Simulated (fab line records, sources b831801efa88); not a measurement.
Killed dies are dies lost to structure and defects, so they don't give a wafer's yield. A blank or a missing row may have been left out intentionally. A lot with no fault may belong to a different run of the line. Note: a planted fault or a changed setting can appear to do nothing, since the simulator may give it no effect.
fab line records + flow sky130
record
- lots=12
- wafers=36
- last_day=50
route steps=708 shown LDD_P@264 SD_N@353 LI_CONTACT@374 CONTACT@409
lots untouched by any fault: they come from a run of this same line in which no faults occurred
start_h: hours from the record's first day to the start of the lot's first wafer shown + wait_h: hours elapsed since this lot's preceding step + " same as the row above + L1.1+2: several wafers, shown together as one row + - either no value or no given start + * or withheld: withheld + < > ~ a bound
route shown NAME@n: NAME is a module with steps in the file, n the number in the route of the first one + usual: mean/standard deviation of fault-free wafers + same: alike in all rows + chamber/n: place in a boat + sites: each site's reading + _std_site: standard deviation across them + _edge_site: inner sites' mean taken away from outer sites' mean + radius_mm: for every site, how far away it sits from the centre of the wafer + mask NAME#n: copy n + behind: the tool/chamber that last shaped the wafer + hold: cause of the lot's hold/its duration in hours/its outcome + device: names the non-switching transistor (n, p or np) + end of line: tests run on the same wafers once the route is complete + for a step that has no rows: nothing shown but its recipe + killed: dies lost to structure and defects at the first sort, not the wafer's yield + map: per-die view of a wafer (x killed, . not killed, _ where there is no die)
set.NAME: the setting the step ran with; set.NAME@STEP: the setting that earlier step ran with + model.NAME: the simulator's own value behind a step, which no gauge read
route steps across a sampled set of lots; one table per step, one row per wafer
services: the hour from which a tool's chamber was out of use, counted from the record's first day as start_h (under 0 if before that day), plus the number of hours and why
## steps
# step SKY_LDD_P_IMPLANT_09
# recipe
- species=BF2
- energy_kev=25
- dose_cm2=1e+13
- tilt_deg=withheld
# usual
- beam_on_s=9.98/0.19
- faraday_current_uA=56.5/1
| lot.wafer | tool         | chamber | start_h | wait_h | beam_on_s | faraday_current_uA |
|-----------|--------------|---------|---------|--------|-----------|--------------------|
| L623.2    | implanter-04 | 0       | 424.33  | 0.0    | 9.88      | 57.0               |
| L623.4    | "            | 0       | "       | "      | 10.01     | 56.3               |
| L623.5    | "            | 0       | "       | "      | 10.23     | 55.1               |
| L624.1    | implanter-03 | 0       | 436.81  | 0.0    | 10.11     | 55.7               |
| L624.2    | "            | 0       | "       | "      | 10.10     | 55.9               |
| L624.3    | "            | 0       | "       | "      | 9.68      | 57.9               |
| L626.1    | implanter-04 | 0       | 455.31  | 0.0    | 10.17     | 55.2               |
| L626.2    | "            | 0       | "       | "      | 9.85      | 57.1               |
| L626.5    | "            | 0       | "       | "      | 9.84      | 57.3               |
| L630.2    | implanter-04 | 0       | 502.08  | 0.0    | 9.80      | 57.4               |
| L630.4    | "            | 0       | "       | "      | 9.85      | 57.3               |
| L630.5    | "            | 0       | "       | "      | 9.77      | 57.6               |
| L629.2    | implanter-04 | 0       | 503.63  | 0.0    | 10.03     | 55.8               |
| L629.3    | "            | 0       | "       | "      | 10.06     | 55.9               |
| L629.4    | "            | 0       | "       | "      | 10.01     | 56.2               |
| L632.2    | implanter-03 | 0       | 517.79  | 0.0    | 10.12     | 55.7               |
| L632.4    | "            | 0       | "       | "      | 9.96      | 56.8               |
| L632.6    | "            | 0       | "       | "      | 10.01     | 56.2               |
| L635.1    | implanter-03 | 0       | 555.66  | 0.0    | 10.00     | 56.4               |
| L635.3    | "            | 0       | "       | "      | 10.28     | 55.0               |
| L635.5    | "            | 0       | "       | "      | 10.25     | 54.8               |
| L638.1    | implanter-03 | 0       | 564.31  | 0.0    | 7.75      | 72.5               |
| L638.3    | "            | 0       | "       | "      | 7.95      | 70.9               |
| L638.6    | "            | 0       | "       | "      | 7.57      | 74.8               |
| L639.1    | implanter-04 | 0       | 570.31  | 0.0    | 9.87      | 57.0               |
| L639.2    | "            | 0       | "       | "      | 10.15     | 55.6               |
| L639.5    | "            | 0       | "       | "      | 9.63      | 58.4               |
| L640.2    | implanter-03 | 0       | 588.19  | 0.0    | 7.85      | 71.9               |
| L640.4    | "            | 0       | "       | "      | 7.54      | 74.6               |
| L640.5    | "            | 0       | "       | "      | 7.69      | 73.1               |
| L643.3    | implanter-02 | 0       | 616.36  | 0.1    | 10.17     | 55.6               |
| L643.4    | "            | 0       | "       | "      | 10.35     | 54.7               |
| L643.6    | "            | 0       | "       | "      | 10.10     | 56.1               |
| L644.1    | implanter-04 | 0       | 620.70  | 0.0    | 10.11     | 55.7               |
| L644.2    | "            | 0       | "       | "      | 9.90      | 57.0               |
| L644.3    | "            | 0       | "       | "      | 9.53      | 58.8               |
# step SKY_LDD_P_TW_MEAS_11
# usual
- LDD_P_TW=636.2/2.6
| lot.wafer | tool          | chamber | start_h | wait_h | LDD_P_TW |
|-----------|---------------|---------|---------|--------|----------|
| L623.2    | film_metro-01 | -       | 424.57  | 0.1    | 634.1    |
| L623.4    | "             | -       | "       | "      | 633.8    |
| L623.5    | "             | -       | "       | "      | 631.3    |
| L624.1    | film_metro-02 | -       | 437.06  | 0.1    | 634.2    |
| L624.2    | "             | -       | "       | "      | 634.8    |
| L624.3    | "             | -       | "       | "      | 636.4    |
| L626.1    | film_metro-04 | -       | 455.56  | 0.1    | 633.6    |
| L626.2    | "             | -       | "       | "      | 636.3    |
| L626.5    | "             | -       | "       | "      | 636.4    |
| L630.2    | film_metro-01 | -       | 502.32  | 0.1    | 635.3    |
| L630.4    | "             | -       | "       | "      | 635.6    |
| L630.5    | "             | -       | "       | "      | 641.0    |
| L629.2    | film_metro-02 | -       | 503.87  | 0.1    | 634.5    |
| L629.3    | "             | -       | "       | "      | 633.5    |
| L629.4    | "             | -       | "       | "      | 633.0    |
| L632.2    | film_metro-04 | -       | 518.02  | 0.1    | 633.1    |
| L632.4    | "             | -       | "       | "      | 637.1    |
| L632.6    | "             | -       | "       | "      | 637.1    |
| L635.1    | film_metro-04 | -       | 555.91  | 0.1    | 632.6    |
| L635.3    | "             | -       | "       | "      | 635.8    |
| L635.5    | "             | -       | "       | "      | 632.2    |
| L638.1    | film_metro-02 | -       | 564.56  | 0.1    | 588.1    |
| L638.3    | "             | -       | "       | "      | 585.1    |
| L638.6    | "             | -       | "       | "      | 587.5    |
| L639.1    | film_metro-02 | -       | 570.56  | 0.1    | 634.8    |
| L639.2    | "             | -       | "       | "      | 635.6    |
| L639.5    | "             | -       | "       | "      | 633.8    |
| L640.2    | film_metro-01 | -       | 588.42  | 0.1    | 583.8    |
| L640.4    | "             | -       | "       | "      | 584.6    |
| L640.5    | "             | -       | "       | "      | 587.4    |
| L643.3    | film_metro-01 | -       | 616.58  | 0.1    | 635.1    |
| L643.4    | "             | -       | "       | "      | 636.2    |
| L643.6    | "             | -       | "       | "      | 636.7    |
| L644.1    | film_metro-04 | -       | 620.95  | 0.1    | 635.0    |
| L644.2    | "             | -       | "       | "      | 634.4    |
| L644.3    | "             | -       | "       | "      | 636.6    |
# step SKY_SD_N_STRIP_11
# recipe
- chemistry=O2/N2
- power_w=1400
- pressure_mtorr=1500
- platen_temp_c=withheld
- o2_flow_sccm=3000
- n2_flow_sccm=300
- overash_fraction=0.5
# usual
- drypump_motor_current_A=6.0/0.57
- oes_product_au=0.526/0.0047
- strip_time_to_endpoint_s=22.53/0.043
| lot.wafer | tool            | chamber | start_h | wait_h | drypump_motor_current_A | oes_product_au | rf_hours_counter_h | strip_time_to_endpoint_s |
|-----------|-----------------|---------|---------|--------|-------------------------|----------------|--------------------|--------------------------|
| L623.2    | plasma_asher-01 | 1       | 640.66  | 0.1    | 4.8                     | 0.534          | 51                 | 22.57                    |
| L623.4    | "               | 0       | "       | "      | 5.8                     | 0.536          | -                  | 22.56                    |
| L623.5    | "               | 1       | "       | "      | 4.8                     | 0.532          | -                  | 22.57                    |
| L624.1    | plasma_asher-03 | 1       | 649.76  | 0.1    | 6.0                     | 0.523          | 97                 | 22.57                    |
| L624.2    | "               | 0       | "       | "      | 6.1                     | 0.527          | 97                 | 22.54                    |
| L624.3    | "               | 1       | "       | "      | 6.0                     | 0.527          | -                  | 22.54                    |
| L626.1    | plasma_asher-03 | 1       | 664.31  | 0.1    | 6.0                     | 0.528          | 98                 | 22.55                    |
| L626.2    | "               | 0       | "       | "      | 6.1                     | 0.529          | 98                 | 22.52                    |
| L626.5    | "               | 1       | "       | "      | 6.0                     | 0.522          | -                  | 22.54                    |
| L630.2    | plasma_asher-01 | 0       | 708.36  | 0.1    | 5.7                     | 0.528          | 58                 | 22.61                    |
| L630.4    | "               | 0       | "       | "      | 5.8                     | 0.527          | -                  | 22.62                    |
| L630.5    | "               | 1       | "       | "      | 4.8                     | 0.529          | -                  | 22.57                    |
| L629.2    | plasma_asher-01 | 1       | 709.81  | 0.1    | 4.8                     | 0.522          | 58                 | 22.52                    |
| L629.3    | "               | 1       | "       | "      | 4.8                     | 0.525          | -                  | 22.53                    |
| L629.4    | "               | 0       | "       | "      | 5.7                     | 0.521          | -                  | 22.52                    |
| L632.2    | plasma_asher-01 | 0       | 723.36  | 0.1    | 5.7                     | 0.529          | 59                 | 22.61                    |
| L632.4    | "               | 1       | "       | "      | 4.8                     | 0.523          | -                  | 22.57                    |
| L632.6    | "               | 1       | "       | "      | 4.8                     | 0.529          | -                  | 22.60                    |
| L635.1    | plasma_asher-03 | 1       | 759.21  | 0.1    | 6.0                     | 0.525          | 2                  | 22.50                    |
| L635.3    | "               | 0       | "       | "      | 6.1                     | 0.528          | -                  | 22.49                    |
| L635.5    | "               | 1       | "       | "      | 6.0                     | 0.523          | -                  | 22.52                    |
| L638.1    | plasma_asher-04 | 0       | 765.31  | 0.1    | 6.8                     | 0.530          | 35                 | 22.55                    |
| L638.3    | "               | 0       | "       | "      | 6.8                     | 0.536          | -                  | 22.52                    |
| L638.6    | "               | 0       | "       | "      | 6.8                     | 0.532          | -                  | 22.49                    |
| L639.1    | plasma_asher-04 | 1       | 772.16  | 0.2    | 5.8                     | 0.527          | 37                 | 22.54                    |
| L639.2    | "               | 0       | "       | "      | 6.8                     | 0.524          | 37                 | 22.52                    |
| L639.5    | "               | 1       | "       | "      | 5.8                     | 0.529          | -                  | 22.55                    |
| L640.2    | plasma_asher-04 | 0       | 786.66  | 0.1    | 6.8                     | 0.519          | 39                 | 22.52                    |
| L640.4    | "               | 1       | "       | "      | 5.8                     | 0.525          | -                  | 22.50                    |
| L640.5    | "               | 1       | "       | "      | 5.8                     | 0.523          | -                  | 22.48                    |
| L643.3    | plasma_asher-01 | 1       | 813.80  | 0.1    | 4.8                     | 0.526          | -                  | 22.53                    |
| L643.4    | "               | 0       | "       | "      | 5.8                     | 0.523          | -                  | 22.52                    |
| L643.6    | "               | 1       | "       | "      | 4.8                     | 0.527          | -                  | 22.50                    |
| L644.1    | plasma_asher-03 | 0       | 817.27  | 0.1    | 6.1                     | 0.522          | 6                  | 22.55                    |
| L644.2    | "               | 1       | "       | "      | 6.0                     | 0.527          | 6                  | 22.54                    |
| L644.3    | "               | 1       | "       | "      | 6.0                     | 0.527          | -                  | 22.54                    |
# step SKY_LI_CONTACT_CD_MEAS_12
# recipe
- target_cd_nm=170
# usual
- cd_nm=170.4/1.7
| lot.wafer | tool      | chamber | start_h | wait_h | cd_nm |
|-----------|-----------|---------|---------|--------|-------|
| L623.2    | cd_sem-02 | -       | 670.02  | -      | 174.0 |
| L623.4    | "         | -       | "       | "      | 171.4 |
| L623.5    | "         | -       | "       | "      | 171.3 |
| L624.1    | cd_sem-02 | -       | 679.90  | -      | 169.3 |
| L624.2    | "         | -       | "       | "      | 169.5 |
| L624.3    | "         | -       | "       | "      | 169.3 |
| L626.1    | cd_sem-02 | -       | 693.15  | -      | 169.7 |
| L626.2    | "         | -       | "       | "      | 170.6 |
| L626.5    | "         | -       | "       | "      | 170.0 |
| L630.2    | cd_sem-02 | -       | 737.12  | -      | 166.6 |
| L630.4    | "         | -       | "       | "      | 165.8 |
| L630.5    | "         | -       | "       | "      | 164.9 |
| L629.2    | cd_sem-02 | -       | 738.67  | -      | 172.0 |
| L629.3    | "         | -       | "       | "      | 171.7 |
| L629.4    | "         | -       | "       | "      | 172.3 |
| L632.2    | cd_sem-01 | -       | 751.77  | -      | 170.9 |
| L632.4    | "         | -       | "       | "      | 168.1 |
| L632.6    | "         | -       | "       | "      | 170.0 |
| L635.1    | cd_sem-02 | -       | 787.40  | -      | 171.5 |
| L635.3    | "         | -       | "       | "      | 173.0 |
| L635.5    | "         | -       | "       | "      | 171.5 |
| L638.1    | cd_sem-02 | -       | 792.75  | -      | 171.0 |
| L638.3    | "         | -       | "       | "      | 170.2 |
| L638.6    | "         | -       | "       | "      | 169.5 |
| L639.1    | cd_sem-02 | -       | 800.05  | -      | 171.0 |
| L639.2    | "         | -       | "       | "      | 171.6 |
| L639.5    | "         | -       | "       | "      | 171.1 |
| L640.2    | cd_sem-02 | -       | 814.28  | -      | 172.1 |
| L640.4    | "         | -       | "       | "      | 171.6 |
| L640.5    | "         | -       | "       | "      | 172.9 |
| L643.3    | cd_sem-02 | -       | 841.03  | -      | 169.6 |
| L643.4    | "         | -       | "       | "      | 168.7 |
| L643.6    | "         | -       | "       | "      | 170.7 |
| L644.1    | cd_sem-02 | -       | 844.62  | -      | 171.3 |
| L644.2    | "         | -       | "       | "      | 170.0 |
| L644.3    | "         | -       | "       | "      | 170.9 |
# step SKY_CONTACT_THK_MEAS_03
# recipe
- reads=SiO2_of_CONTACT_HDPCVD_02
# usual
- CONTACT_HDPCVD_THK=565/4.4
| lot.wafer | tool          | chamber | start_h | wait_h | CONTACT_HDPCVD_THK[nm] |
|-----------|---------------|---------|---------|--------|------------------------|
| L623.2    | film_metro-02 | -       | 699.85  | 0.0    | 556                    |
| L623.4    | "             | -       | "       | "      | 564                    |
| L623.5    | "             | -       | "       | "      | 555                    |
| L624.1    | film_metro-02 | -       | 710.51  | 0.0    | 561                    |
| L624.2    | "             | -       | "       | "      | 571                    |
| L624.3    | "             | -       | "       | "      | 568                    |
| L626.1    | film_metro-03 | -       | 722.97  | 0.0    | 564                    |
| L626.2    | "             | -       | "       | "      | 561                    |
| L626.5    | "             | -       | "       | "      | 562                    |
| L630.2    | film_metro-03 | -       | 766.65  | 0.0    | 562                    |
| L630.4    | "             | -       | "       | "      | 569                    |
| L630.5    | "             | -       | "       | "      | 569                    |
| L629.2    | film_metro-04 | -       | 767.87  | 0.0    | 571                    |
| L629.3    | "             | -       | "       | "      | 560                    |
| L629.4    | "             | -       | "       | "      | 568                    |
| L632.2    | film_metro-03 | -       | 780.72  | 0.0    | 567                    |
| L632.4    | "             | -       | "       | "      | 566                    |
| L632.6    | "             | -       | "       | "      | 567                    |
| L635.1    | film_metro-02 | -       | 816.83  | 0.0    | 561                    |
| L635.3    | "             | -       | "       | "      | 562                    |
| L635.5    | "             | -       | "       | "      | 557                    |
| L638.1    | film_metro-04 | -       | 821.66  | 0.0    | 563                    |
| L638.3    | "             | -       | "       | "      | 563                    |
| L638.6    | "             | -       | "       | "      | 562                    |
| L639.1    | film_metro-03 | -       | 828.49  | 0.0    | 566                    |
| L639.2    | "             | -       | "       | "      | 557                    |
| L639.5    | "             | -       | "       | "      | 567                    |
| L640.2    | film_metro-02 | -       | 842.54  | 0.0    | 560                    |
| L640.4    | "             | -       | "       | "      | 559                    |
| L640.5    | "             | -       | "       | "      | 566                    |
| L643.3    | film_metro-04 | -       | 868.95  | 0.1    | 567                    |
| L643.4    | "             | -       | "       | "      | 567                    |
| L643.6    | "             | -       | "       | "      | 567                    |
| L644.1    | film_metro-03 | -       | 872.97  | 0.0    | 569                    |
| L644.2    | "             | -       | "       | "      | 568                    |
| L644.3    | "             | -       | "       | "      | 575                    |
## services
| tool            | chamber | start_h | hours | kind   |
|-----------------|---------|---------|-------|--------|
| implanter-03    | -       | 406.04  | 3.6   | pm     |
| implanter-04    | -       | 413.85  | 6.4   | repair |
| plasma_asher-04 | -       | 421.25  | 9.0   | pm     |
| plasma_asher-04 | -       | 425.74  | 2.7   | repair |
| implanter-03    | -       | 488.34  | 6.5   | pm     |
| implanter-04    | -       | 552.04  | 3.9   | repair |
| implanter-03    | -       | 571.60  | 5.9   | repair |
| plasma_asher-01 | -       | 596.70  | 0.6   | repair |
| plasma_asher-03 | -       | 600.70  | 3.1   | repair |
| implanter-04    | -       | 603.66  | 3.4   | pm     |
| plasma_asher-01 | -       | 623.35  | 2.8   | pm     |
| plasma_asher-01 | -       | 626.14  | 0.9   | repair |
| plasma_asher-01 | -       | 642.90  | 2.5   | repair |
| plasma_asher-03 | -       | 645.60  | 4.1   | pm     |
| plasma_asher-04 | -       | 665.30  | 2.0   | repair |
| plasma_asher-01 | -       | 680.19  | 1.2   | repair |
| implanter-03    | -       | 689.87  | 10.2  | repair |
| plasma_asher-01 | -       | 703.49  | 2.3   | repair |
| implanter-04    | -       | 724.98  | 8.3   | repair |
| implanter-04    | -       | 726.34  | 3.1   | repair |
| implanter-03    | -       | 729.29  | 5.1   | pm     |
| plasma_asher-03 | -       | 733.75  | 9.0   | pm     |
| plasma_asher-01 | -       | 737.52  | 46.0  | pm     |
| plasma_asher-03 | -       | 762.65  | 24.4  | repair |
## key
first_sign
- step=SKY_LDD_P_IMPLANT_09
- reading=faraday_current_uA
- direction=up
- sigmas=16
- usual=56.5
- struck=73.0
effect
- step=SKY_LDD_P_IMPLANT_09
- reading=beam_on_s
- direction=down
- sigmas=12
- usual=9.98
- struck=7.73
effect
- step=SKY_LDD_P_TW_MEAS_11
- reading=LDD_P_TW
- direction=down
- sigmas=20
- usual=636.2
- struck=586.1
met_at SKY_LDD_P_IMPLANT_09
struck_lots L638,L640
tester_left_out L638,L640
not_acting_at SKY_SD_N_STRIP_11,SKY_LI_CONTACT_CD_MEAS_12,SKY_CONTACT_THK_MEAS_03
onset_between 555.66 564.31
fault
- kind=process_parameter_drift
- tool=implanter-03
- chamber=-
- onset_h=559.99
- steps=SKY_LDD_P_IMPLANT_09
- channel=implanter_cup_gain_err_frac
- offset=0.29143
- shape=step
- end_h=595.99
# tester_left_out: of these lots the tester's yield and bins aren't shown, on N5 and GAA mostly nor the transistor test; their killed dies are dies lost to structure and defects alone, not to doping, threshold or leakage, so they don't give the yield
